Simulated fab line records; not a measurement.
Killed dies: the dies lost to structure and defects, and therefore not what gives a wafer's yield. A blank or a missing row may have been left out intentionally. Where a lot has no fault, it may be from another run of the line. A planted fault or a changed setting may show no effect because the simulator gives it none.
2 desks looking at one fault / flow sky130 / each desk has only its own numbers; what lay behind them comes last

## AT THE METROLOGY DESK
Lot by lot, what the gauges showed, no matter which tool ran the lot: averages of those sampled wafers that carry a number. Any lot whose mean is over 4 standard deviations away from the usual mean is out of limits and marked OUT; that distance is given in the brackets.
Columns: A = VIA1_OVL at SKY_VIA1_OVL_MEAS_13, usual -1 nm; B = VIA1_W_RS at SKY_VIA1_RS_MEAS_22, usual 0.426 ohm/sq; C = VIA1_W_THK at SKY_VIA1_THK_MEAS_23, usual 271 nm
lot=L221; first seen here=day 34 07:18; A=-5; B=0.434; C=268
lot=L223; first seen here=day 34 21:04; A=-2; B=0.419; C=275
lot=L234; first seen here=day 38 07:27; A=-8; B=0.419; C=271
lot=L235; first seen here=day 38 20:09; A=1; B=0.425; C=276
lot=L236; first seen here=day 38 20:47; A=-2; B=0.427; C=274
lot=L243; first seen here=day 40 20:55; A=1; B=0.424; C=275
This desk's finding: nothing out of limits on any of the 6 lots.

## FOR THE TOOL OWNER'S DESK: pvd_sputter-01
The tool's own readings at SKY_METAL2_SPUTTER_00 (material Ti, target thk 15 nm, time 10 s): means of the sampled wafers that have a number, for each lot that ran on this tool. Any lot whose mean is over 4 standard deviations away from the usual mean is out of limits and marked OUT; that distance is given in the brackets.
Columns: A = throttle_valve_pct at SKY_METAL2_SPUTTER_00, usual 29.5 %
lot=L221; first seen here=day 34 08:39; A=29.8
lot=L234; first seen here=day 38 08:51; A=29.6
lot=L236; first seen here=day 38 22:10; A=29.8
This desk's finding: nothing out of limits on any of the 3 lots.

## ALL TOGETHER
From the metrology desk's view, nothing was out of limits.
The desk of the tool owner found nothing out of limits.

## WHAT THE SIMULATOR HAD INSERTED
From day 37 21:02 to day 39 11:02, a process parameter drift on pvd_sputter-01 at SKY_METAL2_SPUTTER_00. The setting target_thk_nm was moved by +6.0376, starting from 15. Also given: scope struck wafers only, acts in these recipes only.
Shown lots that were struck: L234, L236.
